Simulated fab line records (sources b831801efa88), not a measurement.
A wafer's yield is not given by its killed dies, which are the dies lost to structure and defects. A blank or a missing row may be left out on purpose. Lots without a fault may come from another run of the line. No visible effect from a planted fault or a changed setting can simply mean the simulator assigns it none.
Which tool did it? ; flow sky130 ; Sampling: 13 lots, 39 wafers, 3 of 708 route steps

== WHAT THE GAUGES READ, wafer by wafer ==
SKY_METAL1_OVL_MEAS_16.
lot;measured;on;METAL1_OVL (nm)
L184;day 32 20:58;overlay-02;7 3 0
L185;day 33 02:32;overlay-01;-5 7 5
L186;day 33 20:28;overlay-02;-3 -10 -4
L187;day 33 20:52;overlay-02;0 -3 3
L188;day 34 12:29;overlay-01;1 6 -1
L189;day 34 19:53;overlay-02;5 5 7
L191;day 35 01:48;overlay-01;1 7 1
L195;day 36 15:02;overlay-02;5 3 14
L199;day 37 11:20;overlay-02;-4 1 5
L203;day 38 20:18;overlay-02;-12 4 -2
L205;day 39 10:29;overlay-02;-9 -8 -1
L206;day 39 12:43;overlay-01;3 5 3
L207;day 39 20:11;overlay-02;-6 -2 8

SKY_VIA1_BOW_MEAS_03.
lot;measured;on;VIA1_BOW (um)
L184;day 32 22:28;film_metro-02;84 82 87
L185;day 33 03:50;film_metro-03;82 88 79
L186;day 33 21:47;film_metro-03;92 79 77
L187;day 33 22:09;film_metro-04;85 78 66
L188;day 34 13:47;film_metro-04;86 80 83
L189;day 34 21:14;film_metro-04;81 85 87
L191;day 35 03:10;film_metro-03;84 75 91
L195;day 36 16:21;film_metro-02;78 73 82
L199;day 37 12:38;film_metro-02;90 72 76
L203;day 38 21:38;film_metro-04;76 88 68
L205;day 39 11:47;film_metro-04;83 91 90
L206;day 39 14:02;film_metro-03;90 85 75
L207;day 39 21:28;film_metro-03;81 92 87

SKY_VIA2_BOW_MEAS_03.
lot;measured;on;VIA2_BOW (um)
L184;day 35 06:16;film_metro-02;91 87 91
L185;day 35 12:11;film_metro-01;87 91 83
L186;day 36 05:11;film_metro-02;98 86 84
L187;day 36 06:40;film_metro-03;93 83 73
L188;day 36 21:53;film_metro-03;95 91 91
L189;day 37 03:53;film_metro-01;87 90 93
L191;day 37 10:28;film_metro-02;88 79 95
L195;day 38 22:47;film_metro-02;85 79 86
L199;day 39 18:29;film_metro-01;97 79 82
L203;day 41 01:29;film_metro-02;85 97 76
L205;day 41 15:16;film_metro-03;91 99 97
L206;day 41 17:21;film_metro-02;98 93 83
L207;day 42 00:56;film_metro-02;88 101 94

== WHICH TOOL RAN EACH LOT (tool, then ch and the chambers of the sampled wafers, then the start) ==
The record holds no process step before these readings.

== AS READ BY THE TOOLS THEMSELVES (means over the sampled wafers that have a number; for cases with no such wafer, the mark the record gives instead) ==
The record holds no such reading with a usual standard deviation.

== THE ANSWER, worked out from the rows above alone ==
Rule: usual is defined by the lots themselves. Put in order of their means at a reading, lots are off if they are a third of the lots or fewer, leave a main group of 4 or more, and stand apart from it by a gap of 3 or more times the standard deviation of the main group's means; of several such gaps the widest counts. If all means in a main group match to the digits the tables above print for the reading, that group is not used. Also off: a lot with no number at a reading for which 4 or more lots have one. Any other lot the step has rows for is counted as sound. After the gauges, taken in route order, come the tools' own readings; for these a lot's mean is taken, as printed above. At the first step where some lot is off, the reading lying furthest off is the one used; lots without a number count as furthest.
Across all readings shown, no lot is off: no conclusion can be drawn from this.

== WHAT HAD BEEN PUT IN BY THE SIMULATOR ==
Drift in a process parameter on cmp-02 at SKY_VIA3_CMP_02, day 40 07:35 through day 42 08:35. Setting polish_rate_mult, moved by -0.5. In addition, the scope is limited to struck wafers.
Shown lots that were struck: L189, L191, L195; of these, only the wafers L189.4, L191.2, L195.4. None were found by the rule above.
